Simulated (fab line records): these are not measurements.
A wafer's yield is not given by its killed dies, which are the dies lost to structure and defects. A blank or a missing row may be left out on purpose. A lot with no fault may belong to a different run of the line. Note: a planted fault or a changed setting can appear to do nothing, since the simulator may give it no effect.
fab line records	flow sky130
[record] lots = 12	wafers = 36	lastDay = 50
route steps=708 shown VT_ADJUST_HVTR@138 GATE_OXIDE@189 POLY_GATE@204
lots that met no fault: taken from a fault-free run of the same line
startH: the number of hours between the record's first day and the start of the first shown wafer of the lot	waitH: time in hours since the lot's previous step	" same as the row above	L1.1+2: a single row standing in for several wafers	- no value present, or no start provided	* or withheld: withheld	< > ~ a bound
route shown NAME@n: a module of which the file shows steps, and the number in the route of the first	usual: mean and standard deviation over wafers with no fault	same: alike in all rows	chamber/n: place in a boat	sites: the reading at each site	_std_site: standard deviation of those values	_edge_site: outer sites' mean less inner sites'	radiusMm: for every site, how far away it sits from the centre of the wafer	mask NAME#n: copy n	behind: the most recent tool/chamber to have shaped the wafer	hold: why the lot went on hold/how many hours it stayed there/how the hold came to an end	device: names the non-switching transistor (n, p or np)	end of line: the route-end tests of the same wafers	where a step has no rows: the recipe by itself	killed: at the first sort, the dies lost to defects and structure; wafer yield is something else	map: the dies of a wafer, with x for killed, . for not killed, _ for no die there
set.NAME: the setting as run; set.NAME@STEP: as run at that earlier step	model.NAME: the simulator's own value behind a step, which no gauge read
route steps across a sampled set of lots; one table per step, one row per wafer
services: the hour from which a tool's chamber was out of use, counted from the record's first day as startH (under 0 if before that day), plus the number of hours and why
[[steps]]
[step SKY_VT_ADJUST_HVTR_CD_MEAS_07]
[recipe] targetCdNm = 380
[usual] cdNm = 380.0/2.3
lot.wafer	tool	chamber	startH	waitH	cdNm
L604.3	cdSem-01	-	202.34	0.1	382.8
L604.4	"	-	"	"	383.0
L604.5	"	-	"	"	380.9
L605.3	cdSem-01	-	211.94	0.1	380.3
L605.4	"	-	"	"	377.9
L605.6	"	-	"	"	377.3
L606.1	cdSem-02	-	224.91	0.1	378.2
L606.2	"	-	"	"	378.8
L606.3	"	-	"	"	378.8
L609.4	cdSem-01	-	241.57	0.1	379.2
L609.5	"	-	"	"	378.7
L609.6	"	-	"	"	379.4
L608.2	cdSem-01	-	243.12	0.1	377.1
L608.3	"	-	"	"	380.2
L608.4	"	-	"	"	376.4
L612.3	cdSem-01	-	263.20	0.1	383.9
L612.5	"	-	"	"	383.4
L612.6	"	-	"	"	382.4
L613.3	cdSem-02	-	270.19	0.1	377.5
L613.5	"	-	"	"	376.7
L613.6	"	-	"	"	377.7
L615.2	cdSem-01	-	285.48	0.1	379.5
L615.3	"	-	"	"	379.4
L615.6	"	-	"	"	377.8
L616.3	cdSem-01	-	292.04	0.1	382.5
L616.5	"	-	"	"	382.4
L616.6	"	-	"	"	382.4
L617.2	cdSem-02	-	300.43	0.1	381.7
L617.3	"	-	"	"	383.2
L617.6	"	-	"	"	380.2
L620.1	cdSem-01	-	319.93	0.1	384.7
L620.3	"	-	"	"	380.5
L620.5	"	-	"	"	383.7
L627.1	cdSem-01	-	375.93	0.1	378.3
L627.5	"	-	"	"	376.7
L627.6	"	-	"	"	377.1
[step SKY_GATE_OXIDE_THK_MEAS_02]
[recipe] reads = SiO2_of_GATE_OXIDE_OXIDATION_01
[usual] GATE_OXIDE_OXIDATION_00_THK = 10.27/0.2
lot.wafer	tool	chamber	startH	waitH	GATE_OXIDE_OXIDATION_00_THK[nm]
L604.3	filmMetro-01	-	278.66	0.0	10.43
L604.4	"	-	"	"	10.49
L604.5	"	-	"	"	10.34
L605.3	filmMetro-01	-	289.12	0.0	10.25
L605.4	"	-	"	"	10.40
L605.6	"	-	"	"	10.17
L606.1	filmMetro-02	-	305.59	0.0	10.59
L606.2	"	-	"	"	10.38
L606.3	"	-	"	"	10.60
L608.2	filmMetro-04	-	325.42	0.0	9.92
L608.3	"	-	"	"	10.09
L608.4	"	-	"	"	10.11
L609.4	filmMetro-01	-	325.44	0.0	10.48
L609.5	"	-	"	"	10.53
L609.6	"	-	"	"	10.41
L612.3	filmMetro-02	-	350.59	0.0	10.65
L612.5	"	-	"	"	10.50
L612.6	"	-	"	"	10.48
L613.3	filmMetro-01	-	359.34	0.0	10.29
L613.5	"	-	"	"	10.31
L613.6	"	-	"	"	10.21
L615.2	filmMetro-02	-	375.79	0.0	10.01
L615.3	"	-	"	"	10.07
L615.6	"	-	"	"	10.13
L616.3	filmMetro-01	-	383.97	0.0	10.36
L616.5	"	-	"	"	10.36
L616.6	"	-	"	"	10.23
L617.2	filmMetro-01	-	390.95	0.0	10.38
L617.3	"	-	"	"	10.36
L617.6	"	-	"	"	10.57
L620.1	filmMetro-02	-	414.26	0.0	10.16
L620.3	"	-	"	"	10.11
L620.5	"	-	"	"	9.93
L627.1	filmMetro-01	-	474.70	0.0	10.39
L627.5	"	-	"	"	10.27
L627.6	"	-	"	"	10.21
[step SKY_POLY_GATE_CVD_00]
[recipe] material = poly-Si	targetThkNm = 180	tempC = 620	timeS = 720	pressureMtorr = 200
lot.wafer	tool	chamber	startH	waitH
L604.3+4+5	lpcvd-01	1	306.64	0.0
L605.3+4+6	lpcvd-01	1	316.55	0.0
L606.1+2+3	lpcvd-01	1	337.85	0.0
L609.4+5+6	lpcvd-01	0	354.74	0.0
L608.2+3+4	lpcvd-01	1	356.27	0.0
L612.3+5+6	lpcvd-01	1	383.10	0.0
L613.3+5+6	lpcvd-01	1	390.49	0.0
L615.2+3+6	lpcvd-01	0	407.22	0.0
L616.3+5+6	lpcvd-01	0	415.33	0.0
L617.2+3+6	lpcvd-01	0	423.03	0.0
L620.1+3+5	lpcvd-01	1	446.86	0.0
L627.1+5+6	lpcvd-01	1	507.76	0.0
[step SKY_POLY_GATE_THK_MEAS_01]
[recipe] reads = poly-Si_of_POLY_GATE_CVD_00
[usual] POLY_GATE_CVD_00_THK = 181.1/1.7
lot.wafer	tool	chamber	startH	waitH	POLY_GATE_CVD_00_THK[nm]
L604.3	filmMetro-01	-	307.86	0.0	181.5
L604.4	"	-	"	"	180.9
L604.5	"	-	"	"	181.8
L605.3	filmMetro-01	-	317.77	0.0	180.1
L605.4	"	-	"	"	178.7
L605.6	"	-	"	"	179.3
L606.1	filmMetro-03	-	339.05	0.0	179.6
L606.2	"	-	"	"	179.7
L606.3	"	-	"	"	180.4
L609.4	filmMetro-01	-	355.97	0.0	178.8
L609.5	"	-	"	"	179.5
L609.6	"	-	"	"	179.1
L608.2	filmMetro-03	-	357.48	0.0	179.6
L608.3	"	-	"	"	180.3
L608.4	"	-	"	"	180.2
L612.3	filmMetro-04	-	384.32	0.0	184.3
L612.5	"	-	"	"	183.3
L612.6	"	-	"	"	183.3
L613.3	filmMetro-01	-	391.71	0.0	179.0
L613.5	"	-	"	"	179.7
L613.6	"	-	"	"	178.1
L615.2	filmMetro-03	-	408.43	0.0	181.9
L615.3	"	-	"	"	181.5
L615.6	"	-	"	"	181.8
L616.3	filmMetro-04	-	416.55	0.0	185.3
L616.5	"	-	"	"	185.4
L616.6	"	-	"	"	186.2
L617.2	filmMetro-01	-	424.84	0.0	179.2
L617.3	"	-	"	"	179.8
L617.6	"	-	"	"	178.5
L620.1	filmMetro-04	-	448.06	0.0	128.3
L620.3	"	-	"	"	128.6
L620.5	"	-	"	"	128.7
L627.1	filmMetro-01	-	508.96	0.0	178.7
L627.5	"	-	"	"	178.6
L627.6	"	-	"	"	178.0
[step SKY_POLY_GATE_ETCH_17]
[recipe] targetDepthNm = 180	stopOn = SiO2	overEtchFrac = 0.56667	chemistry = HBr/Cl2	target = poly-Si	icpW = 400	biasW = 100	pressureMtorr = 10	HBr_flow_sccm = 150	Cl2_flow_sccm = 50	timeS = 70.5
[usual] drypumpMotorCurrentA = 5.8/0.53	heBacksideLeakSccm = 2.74/0.21	oesProductAu = 0.990/0.0069	throttleValvePct = 33.684/0.0097
lot.wafer	tool	chamber	startH	waitH	drypumpMotorCurrentA	heBacksideLeakSccm	oesProductAu	rfHoursCounterH	throttleValvePct
L604.3	rieSi-01	1	363.49	0.0	5.4	2.70	0.998	44	33.694
L604.4	"	0	"	"	6.0	2.78	0.990	4	33.672
L604.5	"	1	"	"	5.4	2.70	0.995	-	33.688
L605.3	rieSi-02	2	375.49	0.0	5.8	3.05	0.991	4	33.677
L605.4	"	3	"	"	6.1	2.76	0.983	2	33.674
L605.6	"	3	"	"	6.1	2.65	0.992	-	33.696
L606.1	rieSi-01	3	397.09	0.0	4.9	2.66	0.992	52	33.671
L606.2	"	1	"	"	5.4	2.72	0.993	44	33.683
L606.3	"	0	"	"	6.1	2.86	0.998	4	33.684
L609.4	rieSi-02	1	416.69	0.0	5.3	2.70	0.994	41	33.684
L609.5	"	2	"	"	5.8	2.90	0.985	-	33.673
L609.6	"	1	"	"	5.3	2.79	0.992	-	33.696
L608.2	rieSi-02	1	419.57	0.0	5.3	2.83	0.984	41	33.703
L608.3	"	0	"	"	6.1	2.90	0.980	3	33.693
L608.4	"	3	"	"	6.2	2.54	0.994	2	33.685
L612.3	rieSi-01	3	447.29	0.0	4.9	2.59	0.995	53	33.677
L612.5	"	2	"	"	6.6	2.47	0.985	-	33.699
L612.6	"	1	"	"	5.4	2.66	0.996	-	33.705
L613.3	rieSi-01	3	453.54	0.0	4.9	2.48	0.987	53	33.674
L613.5	"	1	"	"	5.4	2.75	0.984	-	33.688
L613.6	"	0	"	"	6.0	2.92	0.988	-	33.683
L615.2	rieSi-02	0	471.04	0.0	6.1	2.80	0.994	3	33.689
L615.3	"	3	"	"	6.2	2.53	0.995	3	33.685
L615.6	"	0	"	"	6.1	2.85	0.989	-	33.696
L616.3	rieSi-01	1	480.22	0.0	5.4	2.67	1.008	45	33.689
L616.5	"	2	"	"	6.6	2.38	1.000	-	33.685
L616.6	"	3	"	"	4.9	2.68	0.990	-	33.665
L617.2	rieSi-02	0	490.34	0.0	6.1	2.94	0.991	3	33.681
L617.3	"	2	"	"	5.8	2.91	0.983	5	33.684
L617.6	"	1	"	"	5.3	2.73	0.975	-	33.698
L620.1	rieSi-01	1	512.64	0.0	5.4	2.69	0.781	45	33.676
L620.3	"	2	"	"	6.5	2.38	0.792	0	33.690
L620.5	"	1	"	"	5.4	2.68	0.786	-	33.672
L627.1	rieSi-02	2	570.74	0.0	5.8	2.93	0.989	5	33.688
L627.5	"	0	"	"	6.1	3.02	0.986	-	33.681
L627.6	"	2	"	"	5.8	2.90	0.983	-	33.668
[step SKY_POLY_GATE_CD_MEAS_22]
[usual] cdNm = 150.7/1.7
lot.wafer	tool	chamber	startH	waitH	cdNm
L604.3	cdSem-02	-	366.90	0.1	152.4
L604.4	"	-	"	"	153.0
L604.5	"	-	"	"	152.7
L605.3	cdSem-01	-	377.98	0.1	149.1
L605.4	"	-	"	"	146.9
L605.6	"	-	"	"	147.8
L606.1	cdSem-02	-	399.40	0.1	151.5
L606.2	"	-	"	"	148.4
L606.3	"	-	"	"	149.8
L609.4	cdSem-01	-	418.29	0.1	150.2
L609.5	"	-	"	"	151.0
L609.6	"	-	"	"	149.0
L608.2	cdSem-01	-	421.12	0.1	151.5
L608.3	"	-	"	"	151.2
L608.4	"	-	"	"	151.6
L612.3	cdSem-01	-	448.86	0.1	151.4
L612.5	"	-	"	"	150.5
L612.6	"	-	"	"	150.8
L613.3	cdSem-02	-	455.11	0.1	150.9
L613.5	"	-	"	"	150.7
L613.6	"	-	"	"	149.3
L615.2	cdSem-02	-	473.05	0.1	147.5
L615.3	"	-	"	"	149.2
L615.6	"	-	"	"	149.2
L616.3	cdSem-02	-	481.79	0.1	150.2
L616.5	"	-	"	"	151.0
L616.6	"	-	"	"	149.8
L617.2	cdSem-01	-	491.88	0.1	150.3
L617.3	"	-	"	"	147.4
L617.6	"	-	"	"	148.1
L620.1	cdSem-01	-	514.15	0.1	149.4
L620.3	"	-	"	"	151.2
L620.5	"	-	"	"	151.3
L627.1	cdSem-02	-	572.37	0.2	151.9
L627.5	"	-	"	"	151.4
L627.6	"	-	"	"	150.5
[[services]]
tool	chamber	startH	hours	kind
rieSi-01	3	290.90	11.3	repair
rieSi-01	0	292.85	3.0	repair
rieSi-01	-	313.35	2.8	pm
lpcvd-01	-	332.62	0.6	repair
rieSi-02	-	335.79	2.8	pm
lpcvd-01	-	374.37	2.0	repair
lpcvd-01	-	408.42	6.0	pm
rieSi-01	2	419.80	-	clean
rieSi-01	2	419.80	17.6	scheduledDown
rieSi-01	2	419.80	17.6	ventCycle
rieSi-01	1	419.94	1.7	repair
lpcvd-01	-	443.75	2.1	repair
lpcvd-01	-	488.09	1.3	repair
rieSi-02	1	497.89	2.1	repair
rieSi-01	0	505.13	2.0	repair
rieSi-01	3	507.77	-	clean
rieSi-01	3	507.77	15.5	scheduledDown
rieSi-01	3	507.77	15.5	ventCycle
lpcvd-01	-	518.11	14.6	pm
rieSi-01	1	542.43	-	clean
rieSi-01	1	542.43	14.2	scheduledDown
rieSi-01	1	542.43	14.2	ventCycle
rieSi-02	1	559.03	-	clean
rieSi-02	1	559.03	23.4	scheduledDown
[[key]]
[firstSign] step = SKY_POLY_GATE_THK_MEAS_01	reading = POLY_GATE_CVD_00_THK	direction = down	sigmas = 30	usual = 181.1	struck = 128.5
[effect] step = SKY_POLY_GATE_ETCH_17	reading = oesProductAu	direction = down	sigmas = 30	usual = 0.990	struck = 0.786
metAt SKY_POLY_GATE_CVD_00
struckLots L620
struckWafers L620.1,L620.3,L620.5
testerLeftOut L620
notActingAt SKY_VT_ADJUST_HVTR_CD_MEAS_07,SKY_GATE_OXIDE_THK_MEAS_02,SKY_POLY_GATE_CD_MEAS_22
onsetBetween 390.49 446.86
[fault] kind = processParameterDrift	tool = lpcvd-01	chamber = 1	onsetH = 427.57	steps = SKY_POLY_GATE_CVD_00	channel = targetThkNm	offset = -53.839	shape = step	endH = 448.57	stated = 180
// testerLeftOut: of these lots the tester's yield and bins aren't shown, on N5 and GAA mostly nor the transistor test; their killed dies are dies lost to structure and defects alone, not to doping, threshold or leakage, so they don't give the yield
